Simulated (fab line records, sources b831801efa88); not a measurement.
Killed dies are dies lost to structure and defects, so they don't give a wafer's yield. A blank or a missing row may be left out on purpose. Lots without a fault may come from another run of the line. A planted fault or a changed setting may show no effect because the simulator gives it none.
Chamber matching | flow gf180mcu | GF_V2_CMP_26 on cmp-02: 4 sister chambers
The step polishes, stops on SiO2, t overpolish 15 s, target thk 0 nm. 8 wafers are shown with their chamber, then 12 later ones without.

WAFERS WITH THEIR CHAMBER
wafer  | chamber | motor_current_A (A) | time_to_endpoint_s (s)
L088.4 | 2       | 14.3                | 82
L088.6 | 0       | 10.5                | 77
L089.2 | 0       | 10.8                | 79
L089.5 | 1       | 9.7                 | 80
L089.6 | 2       | 14.7                | 79
L090.1 | 1       | 9.8                 | 82
L090.2 | 3       | 11.0                | 91
L090.5 | 3       | 10.7                | 87

WAFERS WITHOUT THEIR CHAMBER
wafer  | motor_current_A (A) | time_to_endpoint_s (s)
L091.4 | 9.4                 | 79
L091.5 | 10.9                | 75
L091.6 | 11.1                | 88
L093.3 | 14.2                | 81
L093.4 | 11.1                | 78
L093.6 | 11.4                | 88
L094.3 | 14.2                | 87
L094.4 | 9.8                 | 84
L094.5 | 14.8                | 83
L095.2 | 11.1                | 88
L095.3 | 10.2                | 84
L095.4 | 11.7                | 80

WHICH CHAMBER EACH WENT THROUGH
wafer  | from the rows above          | in truth
L091.4 | 1                            | 1
L091.5 | 0                            | 0
L091.6 | 3                            | 3
L093.3 | 2                            | 2
L093.4 | 0                            | 0
L093.6 | 3                            | 3
L094.3 | 2                            | 2
L094.4 | 1                            | 1
L094.5 | 2                            | 2
L095.2 | 3                            | 3
L095.3 | can't be placed: 1 or 0 or 3 | 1
L095.4 | can't be placed: 0 or 3      | 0
Placed correctly: 10 of 12. Can't be placed from these rows: 2 (the true chamber is among the candidates in 2). Placed wrongly: 0.
How it was worked out, from the rows above alone: a wafer's distance from a chamber is the root of the sum, over the readings, of the square of ((its reading less the chamber's mean) divided by the reading's scatter). The wafer belongs to the nearest chamber; if the next one is less than 2 further off, it can't be placed. A chamber's mean is the mean of its shown wafers. The scatter: the root of (the sum of the squares of (reading less its chamber's mean) over the shown wafers, divided by (wafers less chambers)).
